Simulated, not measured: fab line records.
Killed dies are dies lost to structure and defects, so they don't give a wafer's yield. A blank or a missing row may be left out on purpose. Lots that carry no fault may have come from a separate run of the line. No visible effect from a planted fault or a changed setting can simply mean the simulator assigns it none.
Split-lot trial :: flow gf180mcu :: route with 602 steps; 5 lots, 23 wafers read

## ON THE SPLIT
At GF_NWELL_IMPLANT_08, the setting doseCm2 was moved away from the recipe's 1.5e+13 on 10 of the 23 wafers read, by -13.9% to +9.1%. The other wafers ran this setting at the recipe's value.

## FROM THE SPLIT TO THE READING: what the file shows between them, 2 steps
- GF_NWELL_IMPLANT_09
- GF_NWELL_STRIP_10: strips in O2/N2

## THE READING
NWELL_TW, at GF_NWELL_TW_MEAS_11. A value of 1567 with a standard deviation of 13 is what fault-free wafers of this fab line usually give.

wafer: L077.2
tool, chamber at the split: implanter-02, 0
doseCm2 as run: 1.607e+13
against the recipe: +7.1%
NWELL_TW: 1615
against lot-mates on the recipe: +40

wafer: L077.3
tool, chamber at the split: implanter-02, 0
doseCm2 as run: 1.5e+13
against the recipe: recipe
NWELL_TW: 1575
against lot-mates on the recipe: -

wafer: L077.4
tool, chamber at the split: implanter-02, 0
doseCm2 as run: 1.607e+13
against the recipe: +7.1%
NWELL_TW: 1600
against lot-mates on the recipe: +24

wafer: L077.5
tool, chamber at the split: implanter-02, 0
doseCm2 as run: 1.607e+13
against the recipe: +7.1%
NWELL_TW: 1613
against lot-mates on the recipe: +38

wafer: L077.6
tool, chamber at the split: implanter-02, 0
doseCm2 as run: 1.5e+13
against the recipe: recipe
NWELL_TW: 1576
against lot-mates on the recipe: -

wafer: L076.1
tool, chamber at the split: implanter-01, 0
doseCm2 as run: 1.5e+13
against the recipe: recipe
NWELL_TW: 1570
against lot-mates on the recipe: -

wafer: L076.2
tool, chamber at the split: implanter-01, 0
doseCm2 as run: 1.292e+13
against the recipe: -13.9%
NWELL_TW: 1523
against lot-mates on the recipe: -53

wafer: L076.3
tool, chamber at the split: implanter-01, 0
doseCm2 as run: 1.292e+13
against the recipe: -13.9%
NWELL_TW: 1516
against lot-mates on the recipe: -60

wafer: L076.5
tool, chamber at the split: implanter-01, 0
doseCm2 as run: 1.5e+13
against the recipe: recipe
NWELL_TW: 1581
against lot-mates on the recipe: -

wafer: L076.6
tool, chamber at the split: implanter-01, 0
doseCm2 as run: 1.5e+13
against the recipe: recipe
NWELL_TW: 1577
against lot-mates on the recipe: -

wafer: L081.2
tool, chamber at the split: implanter-02, 0
doseCm2 as run: 1.5e+13
against the recipe: recipe
NWELL_TW: 1578
against lot-mates on the recipe: -

wafer: L081.3
tool, chamber at the split: implanter-02, 0
doseCm2 as run: 1.5e+13
against the recipe: recipe
NWELL_TW: 1584
against lot-mates on the recipe: -

wafer: L081.4
tool, chamber at the split: implanter-02, 0
doseCm2 as run: 1.5e+13
against the recipe: recipe
NWELL_TW: 1582
against lot-mates on the recipe: -

wafer: L080.2
tool, chamber at the split: implanter-01, 0
doseCm2 as run: 1.41e+13
against the recipe: -6.0%
NWELL_TW: 1537
against lot-mates on the recipe: -30

wafer: L080.3
tool, chamber at the split: implanter-01, 0
doseCm2 as run: 1.5e+13
against the recipe: recipe
NWELL_TW: 1572
against lot-mates on the recipe: -

wafer: L080.4
tool, chamber at the split: implanter-01, 0
doseCm2 as run: 1.41e+13
against the recipe: -6.0%
NWELL_TW: 1539
against lot-mates on the recipe: -28

wafer: L080.5
tool, chamber at the split: implanter-01, 0
doseCm2 as run: 1.5e+13
against the recipe: recipe
NWELL_TW: 1561
against lot-mates on the recipe: -

wafer: L080.6
tool, chamber at the split: implanter-01, 0
doseCm2 as run: 1.41e+13
against the recipe: -6.0%
NWELL_TW: 1539
against lot-mates on the recipe: -28

wafer: L083.2
tool, chamber at the split: implanter-02, 0
doseCm2 as run: 1.636e+13
against the recipe: +9.1%
NWELL_TW: 1607
against lot-mates on the recipe: +31

wafer: L083.3
tool, chamber at the split: implanter-02, 0
doseCm2 as run: 1.5e+13
against the recipe: recipe
NWELL_TW: 1570
against lot-mates on the recipe: -

wafer: L083.4
tool, chamber at the split: implanter-02, 0
doseCm2 as run: 1.5e+13
against the recipe: recipe
NWELL_TW: 1579
against lot-mates on the recipe: -

wafer: L083.5
tool, chamber at the split: implanter-02, 0
doseCm2 as run: 1.5e+13
against the recipe: recipe
NWELL_TW: 1579
against lot-mates on the recipe: -

wafer: L083.6
tool, chamber at the split: implanter-02, 0
doseCm2 as run: 1.636e+13
against the recipe: +9.1%
NWELL_TW: 1607
against lot-mates on the recipe: +31

FIT RESULTS
A straight line over all 23 wafers: NWELL_TW changes by +4.33 for each +1% of doseCm2; r = +0.96; the points scatter about the line by 7.4.
The same after taking each lot's own level away (the mean of its wafers on the recipe; 23 wafers): +4.15 for each +1%; r = +0.98; scatter 5.
On that fit, the largest move of doseCm2 shifts the reading by 58.
From 1566.5 to 1581.3: that is the span of the lots' own levels, equal to 1.1 times the standard deviation above.
So the lot-to-lot level changes the slope little: the two slopes agree.
Check: -59.7 against its lot-mates is what the line predicts for one of the wafers moved furthest among these (-13.9%) when that wafer is left out of the fit. Against them it came out at -53.

## THESE WAFERS: OTHER SPLITS
These wafers also went through other splits before the reading. Each is held against what the fit with the lots' levels taken away leaves over:
other split on the same wafers: GF_STI_OXIDATION_01 oxTimeS
wafers away from the commonest value: 10
r with NWELL_TW (lot level and that fit taken away): -0.36

other split on the same wafers: GF_DNWELL_IMPLANT_07 doseCm2
wafers away from the commonest value: 9
r with NWELL_TW (lot level and that fit taken away): +0.06

other split on the same wafers: GF_NWELL_SOFTBAKE_03 tempC
wafers away from the commonest value: 5
r with NWELL_TW (lot level and that fit taken away): -0.24

## THE FILE'S OWN FIT
NWELL_TW changes by +4.08 for each +1% of doseCm2, r = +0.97.
